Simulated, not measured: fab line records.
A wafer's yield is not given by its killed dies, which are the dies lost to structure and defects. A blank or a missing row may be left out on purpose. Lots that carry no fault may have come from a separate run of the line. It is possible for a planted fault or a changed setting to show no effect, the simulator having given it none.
Which tool did it? :: flow sfqLine :: 18 wafers sampled from 6 lots at 1 step of a route of 325

== WHAT EACH GAUGE READ, for each wafer ==
SFQ_M4_OVL_MEAS_926.
lot: L161
measured: day 40 11:11
on: overlay-01
M4_OVL (nm): 11 7 6

lot: L163
measured: day 43 04:59
on: overlay-02
M4_OVL (nm): -2 -1 0

lot: L165
measured: day 44 02:31
on: overlay-02
M4_OVL (nm): -13 -8 -3

lot: L167
measured: day 46 02:31
on: overlay-02
M4_OVL (nm): -7 -11 -11

lot: L176
measured: day 49 15:37
on: overlay-02
M4_OVL (nm): -3 -12 -2

lot: L180
measured: day 50 08:26
on: overlay-01
M4_OVL (nm): -12 -14 -9

== WHAT TOOL EACH LOT RAN ON (gives the tool, then ch and the chambers of the sampled wafers, and finally the start) ==
The record shows no process step preceding these readings.

== THE ANSWER, worked out from the rows above alone ==
Rule: the lots themselves supply what counts as usual. Put in order of their means at a reading, lots are off if they are a third of the lots or fewer, leave a main group of 4 or more, and stand apart from it by a gap of 3 or more times the standard deviation of the main group's means; of several such gaps the widest counts. A main group is skipped when, at the precision printed for the reading in the tables above, its means are all equal. A lot without any number at a reading at which 4 lots or more have one is off too. Where the step has rows for the other lots, those lots are counted as sound.
None of the lots is off at any reading shown; this tells nothing.

== WHAT HAD BEEN PUT IN BY THE SIMULATOR ==
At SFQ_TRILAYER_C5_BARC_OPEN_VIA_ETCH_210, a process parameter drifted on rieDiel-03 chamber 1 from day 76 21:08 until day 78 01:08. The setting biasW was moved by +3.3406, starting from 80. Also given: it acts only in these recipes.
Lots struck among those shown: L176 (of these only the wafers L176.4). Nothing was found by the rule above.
